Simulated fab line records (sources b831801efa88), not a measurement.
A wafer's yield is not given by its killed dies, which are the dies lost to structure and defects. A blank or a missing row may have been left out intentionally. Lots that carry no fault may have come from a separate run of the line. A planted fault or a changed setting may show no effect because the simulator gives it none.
Problem report in the 8D (eight disciplines) form, filled by code    flow sky130    the parts of the form that need people (team, actions taken, sign-off) are left out

== 1. THE PROBLEM ==
Mean of oes_product_au at SKY_FIELD_ISO_ETCH_14: 0.715 a.u. across 2 wafers in 2 lots; on wafers with no fault it is 0.854 a.u. (standard deviation 0.0045). Relative to the usual mean, that is a shift of -31 standard deviations.
The step: etches BARC in N2/H2, stops on SiO2, time 45.9 s, target depth 60 nm.
First seen on wafer L948.5, day 4 19:29, on rie_diel-01. The record has a number at this step for 41 wafers belonging to 14 lots. The rule behind "out" and "out of limits": a value lying over 4 standard deviations away from the usual mean. Any other wafer with a number is counted as sound.

== 2. WHAT IT IS, AND WHAT IT ISN'T ==
question                     is                is not
which readings at this step  oes_product_au    drypump_motor_current_A
which lots                   L948, L952        L936, L937, L938, L939, L940, L942, L945, L947, L949, L956, L958, L959
which wafers of those lots   L948.5, L952.3    L948.4, L948.6, L952.1
read on which tools          rie_diel-01       rie_diel-02, rie_diel-04
when                         from day 4 19:29  up to then (26 sound wafers); but 13 sound wafers of L949, L952, L956, L958, L959 came after

== 3. THE SUSPECTS, EACH WITH WHAT RULES IT OUT ==
Counting: if a tool at a process step up to the reading ran every lot that is out, it stays a suspect. Sound lots after the first of them don't rule it out here, since some wafers of a struck lot are sound.
- rie_diel-01 at SKY_FIELD_ISO_ETCH_14 (etches BARC in N2/H2, stops on SiO2, time 45.9 s, target depth 60 nm): kept. It ran every lot that is out, first L948 (day 4 19:29); its last sound lot up to then is L947 (day 4 16:49). On those wafers its own readings are out: oes_product_au.
Left after counting: rie_diel-01 at SKY_FIELD_ISO_ETCH_14.

== 4. THE CAUSE (what the simulator had put in) ==
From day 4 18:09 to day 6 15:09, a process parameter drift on rie_diel-01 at SKY_FIELD_ISO_ETCH_14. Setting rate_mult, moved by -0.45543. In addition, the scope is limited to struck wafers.
The count eliminated every tool but this one.

== 5. SEQUENCE OF EFFECTS, ordered by route ==
Each row: a reading whose mean over the struck wafers that have a number lies more than 3 standard deviations from the usual. Readings are gone through only where the record gives a usual standard deviation; hours: the median, over the lots, of the time from a lot's start at the first step in this table giving one to that lot's start at this step; sigmas: the change measured in usual standard deviations.
hours  step                   reading             usual       on struck wafers  change  sigmas
0      SKY_FIELD_ISO_ETCH_14  oes_product_au      0.854 a.u.  0.715             -0.139  -31
0      SKY_FIELD_ISO_ETCH_15  oes_product_au      0.946 a.u.  0.377             -0.569  -79
0      SKY_FIELD_ISO_ETCH_15  throttle_valve_pct  8.844 %     8.678             -0.166  -19
Here are the process steps it includes:
- SKY_FIELD_ISO_ETCH_14: etches BARC in N2/H2, stops on SiO2, time 45.9 s, target depth 60 nm.
- SKY_FIELD_ISO_ETCH_15: etches the open film in CHF3/O2, stops on Si, target depth 180 nm, time 72 s.
Readings that are blank on the struck wafers while sound wafers have them: PWDE_OVL at SKY_PWDE_OVL_MEAS_07; NWELL_00_OVL at SKY_NWELL_OVL_MEAS_10; SONOS_TUNNEL_OVL at SKY_SONOS_TUNNEL_OVL_MEAS_08.
Later measuring or inspecting steps at which every struck wafer that the step has a row for has a number for every such reading, and none has moved that far: SKY_RES_PROTECT_TW_MEAS_08, SKY_LDD_HVN_TW_MEAS_10.

== 6. HOW IT WOULD HAVE BEEN CAUGHT EARLIER ==
In this record the first reading out of limits was taken at day 4 19:29, 1 hour after the fault began at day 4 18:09.
